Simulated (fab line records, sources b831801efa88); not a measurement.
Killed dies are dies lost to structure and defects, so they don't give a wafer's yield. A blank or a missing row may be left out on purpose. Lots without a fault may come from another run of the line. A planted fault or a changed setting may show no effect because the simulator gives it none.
fab line records | flow gf180mcu
record lots=15 wafers=45 last_day=34
route steps=602 shown V1@339 M2@362
lots that met no fault: from a run of the same line without faults
start_h: hours from the record's first day to the start of the lot's first wafer shown | wait_h: hours since the lot's step before | " the same as in the row above | L1.1+2: a row that stands for several wafers | - no value, or no start given | * or withheld: withheld | < > ~ a bound
route shown NAME@n: a module of which the file shows steps, and the number in the route of the first | usual: mean/standard deviation of fault-free wafers | same: alike in all rows | chamber/n: place in a boat | sites: the reading at each site | _std_site: their standard deviation | _edge_site: outer sites' mean less inner sites' | radius_mm: how far each site lies from the wafer's centre | mask NAME#n: copy n | behind: the tool/chamber that last shaped the wafer | hold: why the lot was held/for how many hours/how that ended | device: the transistor (n, p or np) that didn't switch | end of line: the same wafers' tests at the end of the route | a step without rows: its recipe alone | killed: dies lost to structure and defects at the first sort, not the wafer's yield | map: a wafer's dies, x killed, . not, _ none there
set.NAME: the setting as run; set.NAME@STEP: as run at that earlier step | model.NAME: the simulator's own value behind a step, which no gauge read
steps of the route over a sample of lots; a table a step, a row a wafer
services: from which hour (start_h, from the record's first day; less than 0 if before it) a tool's chamber was out of use, for how many hours, and why
## steps
# step GF_V1_CMP_04
# recipe material=SiO2 down_force_psi=4 platen_rpm=60 pad_velocity_m_s=0.94248
# usual motor_current_A=12.2/1.1 time_to_endpoint_s=81/7
# columns lot.wafer tool chamber start_h wait_h motor_current_A time_to_endpoint_s
L877.2 cmp-01 1 383.25 0.0 12.1 74
L877.4 " 0 " " 11.9 86
L877.6 " 1 " " 11.8 84
L880.3 cmp-02 3 408.39 0.1 12.4 71
L880.4 " 0 " " 10.8 79
L880.1 " 1 " " 14.3 72
L881.1 cmp-01 3 424.19 0.2 14.2 82
L881.6 " 0 " " 11.5 92
L881.5 " 1 " " 11.3 88
L883.2 cmp-01 2 443.78 0.1 12.9 76
L883.4 " 0 " " 12.4 93
L883.5 " 2 " " 12.5 89
L884.1 cmp-02 1 453.92 0.1 14.3 76
L884.4 " 3 " " 11.7 78
L884.6 " 1 " " 14.5 77
L885.3 cmp-01 2 475.06 0.1 12.5 81
L885.2 " 3 " " 13.0 78
L885.6 " 0 " " 11.5 83
L886.4 cmp-02 1 481.55 0.0 13.9 84
L886.3 " 2 " " 11.1 82
L886.1 " 0 " " 11.2 78
L887.1 cmp-02 3 482.20 0.1 12.3 76
L887.4 " 0 " " 11.1 79
L887.6 " 0 " " 10.6 83
L888.4 cmp-02 0 499.81 0.0 11.2 85
L888.5 " 0 " " 10.8 86
L888.6 " 1 " " 13.9 78
L893.3 cmp-01 0 534.00 0.1 11.7 89
L893.4 " 1 " " 12.1 91
L893.6 " 3 " " 13.8 78
L894.3 cmp-01 1 542.70 0.0 12.5 83
L894.4 " 2 " " 12.7 99
L894.5 " 2 " " 12.8 86
L895.4 cmp-01 2 551.60 0.1 13.0 94
L895.2 " 3 " " 12.8 87
L895.5 " 2 " " 12.5 99
L897.3 cmp-01 3 560.56 0.0 13.2 79
L897.2 " 1 " " 12.7 84
L897.4 " 2 " " 12.4 95
L898.1 cmp-01 2 570.07 0.2 12.2 83
L898.5 " 3 " " 12.9 87
L898.6 " 0 " " 11.7 93
L900.3 cmp-02 1 580.39 0.2 14.5 74
L900.6 " 2 " " 10.9 85
L900.5 " 3 " " 11.8 71
# step GF_V1_ETCH_16
# recipe chemistry=N2/H2 target_depth_a=withheld overetch_a=withheld time_s=withheld target=BARC ion_energy_ev=200 source_w=500 bias_w=100 pressure_mtorr=30 n2_flow_sccm=100 h2_flow_sccm=200
# usual drypump_motor_current_A=5.9/0.53 oes_product_au=0.855/0.005 throttle_valve_pct=13.224/0.0084
# columns lot.wafer tool chamber start_h wait_h drypump_motor_current_A oes_product_au throttle_valve_pct
L877.2 rie_diel-04 1 406.24 0.0 6.0 0.851 13.219
L877.4 " 2 " " 6.7 0.851 13.215
L877.6 " 2 " " 6.7 0.846 13.218
L880.1 rie_diel-03 1 432.75 0.0 4.9 0.853 13.234
L880.3 " 0 " " 5.7 0.854 13.232
L880.4 " 2 " " 6.4 0.850 13.229
L881.1 rie_diel-02 2 448.90 0.0 6.2 0.853 13.215
L881.5 " 0 " " 5.3 0.854 13.226
L881.6 " 3 " " 5.4 0.850 13.219
L883.2 rie_diel-02 2 467.95 0.0 6.2 0.852 13.242
L883.4 " 3 " " 5.4 0.858 13.226
L883.5 " 3 " " 5.4 0.852 13.218
L884.1 rie_diel-02 0 478.39 0.0 5.3 0.857 13.215
L884.4 " 1 " " 4.7 0.862 13.228
L884.6 " 1 " " 4.7 0.858 13.231
L885.2 rie_diel-04 2 499.34 0.0 6.7 0.867 13.212
L885.3 " 3 " " 6.0 0.858 13.229
L885.6 " 0 " " 5.7 0.859 13.220
L886.1 rie_diel-02 3 505.64 0.0 5.4 0.857 13.227
L886.3 " 1 " " 4.7 0.857 13.240
L886.4 " 0 " " 5.3 0.855 13.234
L887.1 rie_diel-04 3 506.59 0.0 6.0 0.864 13.210
L887.4 " 2 " " 6.7 0.855 13.223
L887.6 " 1 " " 6.1 0.860 13.224
L888.4 rie_diel-03 3 523.49 0.0 6.5 0.869 13.212
L888.5 " 0 " " 5.6 0.847 13.203
L888.6 " 3 " " 6.5 0.858 13.226
L893.3 rie_diel-04 3 557.14 0.0 6.0 0.858 13.212
L893.4 " 1 " " 6.0 0.853 13.230
L893.6 " 2 " " 6.7 0.848 13.230
L894.3 rie_diel-03 1 566.19 0.0 4.9 0.851 13.234
L894.4 " 2 " " 6.4 0.860 13.231
L894.5 " 0 " " 5.7 0.854 13.222
L895.2 rie_diel-04 2 573.84 0.0 6.7 0.866 13.231
L895.4 " 1 " " 6.0 0.845 13.213
L895.5 " 3 " " 6.0 0.850 13.235
L897.2 rie_diel-04 0 583.24 0.0 5.7 0.860 13.241
L897.3 " 3 " " 6.0 0.859 13.223
L897.4 " 2 " " 6.7 0.858 13.226
L898.1 rie_diel-04 2 591.59 0.0 6.7 0.862 13.234
L898.5 " 1 " " 6.0 0.853 13.220
L898.6 " 0 " " 5.7 0.856 13.218
L900.3 rie_diel-04 1 601.84 0.0 6.0 0.858 13.219
L900.5 " 2 " " 6.7 0.864 13.234
L900.6 " 3 " " 6.0 0.861 13.229
# step GF_M2_SPUTTER_00
# recipe material=Ti target_thk_nm=37.5 arriving_ion_energy_ev=80 substrate_temp_c=200 chamber_pressure_pa=2 power_w=4000 time_s=150
# usual cathode_dc_power_W=4000.0/0.69 chamber_pressure_pa=2.000/0.0034 throttle_valve_pct=29.8/1.1
# columns lot.wafer tool chamber start_h wait_h cathode_dc_power_W chamber_pressure_pa throttle_valve_pct
L877.2 pvd_sputter-01 - 407.60 0.1 3998.0 2.005 31.7
L877.4 " - " " 4000.6 2.000 28.7
L877.6 " - " " 4001.3 1.998 28.9
L880.1 pvd_sputter-02 - 434.13 0.2 4000.7 1.997 30.6
L880.3 " - " " 4001.0 2.002 31.3
L880.4 " - " " 3999.5 2.003 29.7
L881.1 pvd_sputter-01 - 450.26 0.2 3999.1 1.996 29.0
L881.5 " - " " 3999.9 2.001 31.1
L881.6 " - " " 3999.8 1.998 28.6
L883.2 pvd_sputter-03 - 469.30 0.1 3999.6 2.004 31.5
L883.4 " - " " 4001.1 2.002 30.3
L883.5 " - " " 4000.5 1.996 28.0
L884.1 pvd_sputter-03 - 479.78 0.2 3998.7 1.999 31.3
L884.4 " - " " 3999.5 2.002 29.8
L884.6 " - " " 3999.8 2.000 28.1
L885.2 pvd_sputter-03 - 500.70 0.2 3999.7 2.002 29.8
L885.3 " - " " 4001.3 1.999 30.0
L885.6 " - " " 4000.6 2.003 29.7
L886.1 pvd_sputter-03 - 507.00 0.2 4000.1 1.999 29.8
L886.3 " - " " 3999.7 1.999 28.1
L886.4 " - " " 4000.1 2.000 29.8
L887.1 pvd_sputter-02 - 507.95 0.2 4000.6 1.994 30.8
L887.4 " - " " 4000.6 1.996 31.2
L887.6 " - " " 3999.9 1.993 31.4
L888.4 pvd_sputter-03 - 524.87 0.1 3999.1 1.999 29.8
L888.5 " - " " 3999.2 1.998 29.6
L888.6 " - " " 4000.6 2.001 28.0
L893.3 pvd_sputter-03 - 558.99 0.2 4000.9 2.003 29.6
L893.4 " - " " 4001.1 2.001 28.0
L893.6 " - " " 4001.0 2.001 29.7
L894.3 pvd_sputter-01 - 568.70 0.1 4000.8 2.001 31.1
L894.4 " - " " 3999.6 2.001 28.9
L894.5 " - " " 4000.1 2.000 28.5
L895.2 pvd_sputter-03 - 575.20 0.1 4000.9 2.001 29.7
L895.4 " - " " 4000.1 2.002 31.5
L895.5 " - " " 4001.0 1.996 30.2
L897.2 pvd_sputter-03 - 584.60 0.2 4000.2 1.998 31.5
L897.3 " - " " 4000.6 1.999 29.8
L897.4 " - " " 4000.0 1.994 27.8
L898.1 pvd_sputter-03 - 593.07 0.1 3999.9 2.000 28.0
L898.5 " - " " 4000.7 1.998 29.9
L898.6 " - " " 4000.6 2.001 28.0
L900.3 pvd_sputter-02 - 603.54 0.1 3999.7 2.006 29.5
L900.5 " - " " 3999.8 2.005 29.8
L900.6 " - " " 3999.6 1.999 31.2
# step GF_M2_SPUTTER_03
# recipe material=Ti target_thk_nm=10 substrate_temp_c=300 chamber_pressure_pa=0.3 power_w=3000 time_s=6.7
# usual cathode_dc_power_W=3000.0/0.55 chamber_pressure_pa=0.2998/0.00058 throttle_valve_pct=29.8/1.1
# columns lot.wafer tool chamber start_h wait_h cathode_dc_power_W chamber_pressure_pa throttle_valve_pct
L877.2 pvd_sputter-01 - 407.76 0.0 2999.5 0.3003 31.2
L877.4 " - " " 2999.9 0.3006 28.8
L877.6 " - " " 3000.0 0.2999 28.7
L880.1 pvd_sputter-02 - 434.29 0.0 3000.0 0.2989 30.7
L880.3 " - " " 2999.9 0.2996 31.4
L880.4 " - " " 2999.8 0.2996 29.6
L881.1 pvd_sputter-01 - 450.42 0.0 2999.8 0.2990 28.9
L881.5 " - " " 3001.3 0.2995 31.2
L881.6 " - " " 2999.6 0.2996 28.4
L883.2 pvd_sputter-03 - 469.46 0.0 3001.0 0.3007 31.7
L883.4 " - " " 3000.1 0.2992 29.9
L883.5 " - " " 2999.8 0.3005 28.1
L884.1 pvd_sputter-03 - 479.94 0.0 - - -
L884.4 " - " " - - -
L884.6 " - " " - - -
L885.2 pvd_sputter-03 - 500.86 0.0 - - -
L885.3 " - " " - - -
L885.6 " - " " - - -
L886.1 pvd_sputter-03 - 507.16 0.0 - - -
L886.3 " - " " - - -
L886.4 " - " " - - -
L887.1 pvd_sputter-02 - 508.11 0.0 3000.3 0.2996 30.6
L887.4 " - " " 2999.6 0.3001 31.4
L887.6 " - " " 3000.7 0.3000 31.4
L888.4 pvd_sputter-03 - 525.03 0.0 2999.7 0.2998 30.1
L888.5 " - " " 2999.9 0.3004 29.7
L888.6 " - " " 2999.8 0.2991 28.2
L893.3 pvd_sputter-03 - 559.15 0.0 3001.5 0.3002 29.6
L893.4 " - " " 3000.6 0.3004 28.1
L893.6 " - " " 3000.1 0.3001 29.7
L894.3 pvd_sputter-01 - 568.86 0.0 3000.2 0.3003 31.1
L894.4 " - " " 2999.4 0.2995 28.6
L894.5 " - " " 2999.6 0.2994 28.7
L895.2 pvd_sputter-03 - 575.36 0.0 3000.1 0.3009 29.6
L895.4 " - " " 3000.4 0.2999 31.5
L895.5 " - " " 2999.2 0.2992 30.1
L897.2 pvd_sputter-03 - 584.76 0.0 3000.7 0.2998 31.3
L897.3 " - " " 3001.2 0.2997 29.7
L897.4 " - " " 3000.1 0.2998 28.1
L898.1 pvd_sputter-03 - 593.23 0.0 2999.8 0.3015 28.0
L898.5 " - " " 2999.4 0.2997 29.5
L898.6 " - " " 3000.4 0.3007 27.9
L900.3 pvd_sputter-02 - 603.70 0.0 2999.4 0.2994 29.4
L900.5 " - " " 2999.7 0.2995 29.9
L900.6 " - " " 2999.7 0.3005 30.8
## services
# columns tool chamber start_h hours kind
cmp-01 - 364.35 0.3 repair
rie_diel-03 0 369.14 4.1 repair
rie_diel-04 0 382.54 2.0 repair
rie_diel-02 1 384.31 6.2 repair
cmp-02 - 404.00 4.0 pm
cmp-02 - 414.26 4.3 pm
rie_diel-04 3 419.04 5.9 repair
rie_diel-04 1 424.08 3.9 repair
pvd_sputter-02 - 429.72 1.2 repair
cmp-01 - 436.89 4.3 repair
rie_diel-02 - 454.94 0.8 repair
rie_diel-04 - 462.07 0.9 repair
pvd_sputter-03 - 467.03 0.5 repair
rie_diel-02 - 485.29 8.2 repair
pvd_sputter-01 - 511.19 0.5 repair
pvd_sputter-02 - 522.77 19.7 repair
pvd_sputter-01 - 525.32 2.4 repair
rie_diel-03 2 528.24 3.2 repair
rie_diel-02 1 551.11 9.9 repair
rie_diel-02 1 565.33 31.8 repair
cmp-01 - 572.03 4.0 pm
cmp-02 - 575.54 4.4 repair
rie_diel-02 3 577.63 3.2 repair
pvd_sputter-03 - 580.09 2.6 repair
## key
first_sign step=GF_M2_SPUTTER_03 reading=tool_record direction=missing
effect none on later readings
met_at GF_M2_SPUTTER_03
struck_lots L884,L885,L886
later_rows_left_out L884.1,L884.4,L884.6,L885.2,L885.3,L885.6,L886.1,L886.3,L886.4
sort_left_out L884.1,L884.4,L884.6,L885.2,L885.3,L885.6,L886.1,L886.3,L886.4
not_acting_at GF_V1_CMP_04,GF_V1_ETCH_16,GF_M2_SPUTTER_00
onset_between 469.46 479.94
fault kind=skipped_step_whole tool=pvd_sputter-03 chamber=- onset_h=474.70 steps=GF_M2_SPUTTER_03 scope=struck_lots_only
# sort_left_out: the simulated sort isn't trusted on such a fault, so these wafers' sort isn't shown, and their yield isn't known
# later_rows_left_out: the simulator's readings of these wafers behind a module that went badly wrong aren't trusted and aren't shown, but for the sort
